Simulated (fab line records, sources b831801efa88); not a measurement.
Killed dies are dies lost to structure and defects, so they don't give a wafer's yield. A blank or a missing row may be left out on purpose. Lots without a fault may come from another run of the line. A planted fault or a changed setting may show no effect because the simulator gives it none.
Which tool did it? | flow gf180mcu | 13 lots, 35 wafers sampled, at 5 steps of a route of 602

WHAT THE GAUGES READ, wafer by wafer
GF_MIM_THK_MEAS_06. Usual: MIM_CVD_05_THK 41.8 nm, standard deviation 0.65.
lot  | measured     | on            | MIM_CVD_05_THK (nm) | flag
L443 | day 24 12:50 | film_metro-01 | 42.1 42.3 42.4      |
L447 | day 25 17:52 | film_metro-01 | 41.1 41.2 41.6      |
L448 | day 26 06:20 | film_metro-01 | 42.0 42.0 41.1      |
L449 | day 26 12:13 | film_metro-01 | 41.7 42.4 42.8      |
L451 | day 27 04:01 | film_metro-01 | 42.7 41.5 42.2      |
L452 | day 27 16:20 | film_metro-03 | 40.1 41.5 41.4      |
L454 | day 28 09:06 | film_metro-01 | 42.2 42.8 43.1      |
L456 | day 28 16:02 | film_metro-01 | 41.4 42.3 42.3      |
L457 | day 29 01:40 | film_metro-03 | 34.4                | OFF
L461 | day 30 03:49 | film_metro-04 | 35.5                | OFF
L463 | day 30 16:55 | film_metro-01 | 40.4 41.5 41.9      |
L465 | day 31 02:08 | film_metro-01 | 41.9 43.2 42.9      |
L466 | day 31 10:31 | film_metro-03 | 42.2 41.4 42.5      |

WHICH TOOL RAN EACH LOT (tool, then ch and the chambers of the sampled wafers, then the start)
lot  | GF_V2_SPUTTER_22             | GF_M3_STRIP_17                       | GF_V3_CMP_04                  | GF_MIM_CVD_05
L443 | pvd_sputter-02, day 20 06:49 | plasma_asher-04 ch 0,1, day 21 11:39 | cmp-02 ch 0,2, day 21 12:29   | pecvd-04 ch 0,1,2, day 24 12:47
L447 | pvd_sputter-03, day 21 16:19 | plasma_asher-01 ch 0,1, day 22 17:18 | cmp-01 ch 0,2, day 22 18:29   | pecvd-04 ch 0,1, day 25 17:50
L448 | pvd_sputter-01, day 22 06:31 | plasma_asher-04 ch 0,1, day 23 07:07 | cmp-02 ch 0,1,3, day 23 07:58 | pecvd-01 ch 0,1,2, day 26 06:17
L449 | pvd_sputter-01, day 22 12:42 | plasma_asher-01 ch 0,1, day 23 12:45 | cmp-01 ch 1,2,3, day 23 13:40 | pecvd-01 ch 0,1,2, day 26 12:10
L451 | pvd_sputter-02, day 23 06:41 | plasma_asher-03 ch 0,1, day 24 05:46 | cmp-02 ch 0,1,3, day 24 07:13 | pecvd-03 ch 0,2, day 27 03:59
L452 | pvd_sputter-01, day 23 20:50 | plasma_asher-04 ch 0,1, day 24 19:39 | cmp-02 ch 0,1, day 24 20:42   | pecvd-01 ch 0,2, day 27 16:19
L454 | pvd_sputter-03, day 24 14:11 | plasma_asher-01 ch 0,1, day 25 13:02 | cmp-02 ch 0,3, day 25 14:07   | pecvd-04 ch 0,2, day 28 09:04
L456 | pvd_sputter-01, day 24 23:08 | plasma_asher-03 ch 0, day 25 21:55   | cmp-02 ch 0,1,2, day 25 22:50 | pecvd-03 ch 0,1,2, day 28 16:01
L457 | pvd_sputter-02, day 25 11:42 | plasma_asher-04 ch 0, day 26 09:03   | cmp-01 ch 0, day 26 10:00     | pecvd-03 ch 2, day 29 01:38
L461 | pvd_sputter-01, day 26 15:44 | plasma_asher-01 ch 1, day 27 12:41   | cmp-01 ch 3, day 27 13:36     | pecvd-03 ch 2, day 30 03:46
L463 | pvd_sputter-03, day 27 05:46 | plasma_asher-03 ch 0,1, day 28 01:45 | cmp-01 ch 0,1,2, day 28 02:31 | pecvd-01 ch 0,2, day 30 16:52
L465 | pvd_sputter-03, day 27 16:13 | plasma_asher-01 ch 0,1, day 28 12:05 | cmp-02 ch 0,3, day 28 13:00   | pecvd-04 ch 0,1,2, day 31 02:05
L466 | pvd_sputter-03, day 28 01:23 | plasma_asher-01 ch 0,1, day 28 21:50 | cmp-02 ch 2,3, day 28 22:38   | pecvd-04 ch 0,1,2, day 31 10:28
- GF_V2_SPUTTER_22: material TiN, target thk 10 nm, time 40 s.
- GF_M3_STRIP_17: strips in O2/N2.
- GF_V3_CMP_04: polishes SiO2.
- GF_MIM_CVD_05: deposits Si3N4, target thk 42 nm, time 29.086 s.

WHAT THE TOOLS THEMSELVES READ (means of the sampled wafers that have a number; where no wafer has one, the mark that the record gives instead)
GF_V2_SPUTTER_22. Usual: chamber_pressure_pa 4.999 Pa, standard deviation 0.01; throttle_valve_pct 30.8 %, standard deviation 1.2.
lot  | tool           | chamber_pressure_pa (Pa) | throttle_valve_pct (%) | flag
L443 | pvd_sputter-02 | 4.993                    | 30.6                   |
L447 | pvd_sputter-03 | 4.990                    | 31.2                   |
L448 | pvd_sputter-01 | 4.998                    | 30.8                   |
L449 | pvd_sputter-01 | 4.995                    | 29.7                   |
L451 | pvd_sputter-02 | 5.007                    | 29.2                   |
L452 | pvd_sputter-01 | 5.001                    | 29.3                   |
L454 | pvd_sputter-03 | 4.998                    | 31.6                   |
L456 | pvd_sputter-01 | 5.005                    | 30.1                   |
L457 | pvd_sputter-02 | 5.001                    | 31.5                   |
L461 | pvd_sputter-01 | 4.980                    | 31.2                   |
L463 | pvd_sputter-03 | 4.993                    | 31.2                   |
L465 | pvd_sputter-03 | 5.000                    | 31.4                   |
L466 | pvd_sputter-03 | 5.009                    | 31.2                   |

GF_M3_STRIP_17. Usual: drypump_motor_current_A 5.8 A, standard deviation 0.53; heater_power_w 346 W, standard deviation 30; oes_product_au 0.538 a.u., standard deviation 0.0047; strip_time_to_endpoint_s 7.39 s, standard deviation 0.054.
lot  | tool            | drypump_motor_current_A (A) | heater_power_w (W) | oes_product_au (a.u.) | strip_time_to_endpoint_s (s) | flag
L443 | plasma_asher-04 | 5.8                         | 345                | 0.542                 | 7.43                         |
L447 | plasma_asher-01 | 5.3                         | 356                | 0.536                 | 7.33                         |
L448 | plasma_asher-04 | 5.8                         | 343                | 0.537                 | 7.36                         |
L449 | plasma_asher-01 | 5.4                         | 360                | 0.538                 | 7.38                         |
L451 | plasma_asher-03 | 6.6                         | 366                | 0.538                 | 7.42                         |
L452 | plasma_asher-04 | 5.5                         | 322                | 0.545                 | 7.45                         |
L454 | plasma_asher-01 | 5.3                         | 356                | 0.535                 | 7.32                         |
L456 | plasma_asher-03 | 6.3                         | 352                | 0.533                 | 7.37                         |
L457 | plasma_asher-04 | 6.0                         | 374                | 0.540                 | 7.38                         |
L461 | plasma_asher-01 | 5.2                         | 373                | 0.547                 | 7.36                         |
L463 | plasma_asher-03 | 6.4                         | 362                | 0.539                 | 7.36                         |
L465 | plasma_asher-01 | 5.3                         | 358                | 0.544                 | 7.45                         |
L466 | plasma_asher-01 | 5.3                         | 356                | 0.539                 | 7.41                         |

GF_V3_CMP_04. Usual: motor_current_A 12.2 A, standard deviation 0.9; time_to_endpoint_s 82 s, standard deviation 5.2.
lot  | tool   | motor_current_A (A) | time_to_endpoint_s (s) | flag
L443 | cmp-02 | 12.1                | 82                     |
L447 | cmp-01 | 11.8                | 86                     |
L448 | cmp-02 | 12.3                | 83                     |
L449 | cmp-01 | 11.9                | 86                     |
L451 | cmp-02 | 12.6                | 79                     |
L452 | cmp-02 | 13.2                | 84                     |
L454 | cmp-02 | 13.2                | 83                     |
L456 | cmp-02 | 12.5                | 80                     |
L457 | cmp-01 | 12.3                | 75                     |
L461 | cmp-01 | 13.1                | 77                     |
L463 | cmp-01 | 11.5                | 83                     |
L465 | cmp-02 | 13.2                | 94                     |
L466 | cmp-02 | 11.5                | 86                     |

GF_MIM_CVD_05. Usual: heater_power_w 650 W, standard deviation 75; run_length_s 57.3 s, standard deviation 0.57; susceptor_temp_C 385.01 C, standard deviation 0.21.
lot  | tool     | heater_power_w (W) | run_length_s (s) | susceptor_temp_C (C) | flag
L443 | pecvd-04 | 654                | 57.4             | 384.99               |
L447 | pecvd-04 | 670                | 57.1             | 384.90               |
L448 | pecvd-01 | 607                | 57.2             | 384.97               |
L449 | pecvd-01 | 607                | 57.2             | 384.96               |
L451 | pecvd-03 | 601                | 57.0             | 384.83               |
L452 | pecvd-01 | 628                | 57.0             | 384.86               |
L454 | pecvd-04 | 749                | 57.9             | 384.95               |
L456 | pecvd-03 | 704                | 57.6             | 385.08               |
L457 | pecvd-03 | 624                | 51.5             | -                    | OFF
L461 | pecvd-03 | 652                | 51.8             | -                    | OFF
L463 | pecvd-01 | 578                | 57.0             | 385.13               |
L465 | pecvd-04 | 670                | 57.1             | 384.97               |
L466 | pecvd-04 | 654                | 57.0             | 385.08               |

THE ANSWER, worked out from the rows above alone
Rule: a lot is off if the mean of its wafers that have a number lies more than 3 standard deviations from the usual mean. A lot without any number at a reading at which 4 lots or more have one is off too. The other lots that the step has rows for count as sound. The gauges are gone through in route order, then the tools' own readings, and for those a lot's mean is taken as printed above. The first step at which some lot is off is used, and at that step the reading that is off furthest; a lot without a number counts as furthest.
Off: L457, L461, at GF_MIM_THK_MEAS_06 (MIM_CVD_05_THK).
A tool fits if, at a process step before that reading, it ran every lot that is off, and no sound lot after the first of them. The gauges at GF_MIM_THK_MEAS_06 aren't tried: what is off there is off at GF_MIM_CVD_05 too, on other tools, and a gauge's error can't cause that. One fits: pecvd-03 at GF_MIM_CVD_05. Its last sound lot is L456 (day 28 16:01), its first lot that is off L457 (day 29 01:38): a fault that began between those two fits.
The tool's own readings at GF_MIM_CVD_05 bear it out: on the lots that are off they differ by more than 5 times the standard deviation of the sound lots' means. run_length_s reads 51.6 s there against 57.2 s on the sound lots.
Blank at GF_MIM_CVD_05 on the lots that are off, where sound lots have numbers: susceptor_temp_C.

WHAT THE SIMULATOR HAD PUT IN
Process parameter drift: pecvd-03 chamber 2, from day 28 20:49 on, at GF_MIM_CVD_05. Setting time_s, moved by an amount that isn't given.
Lots struck among those shown: L457, L461. The rule above found the same.
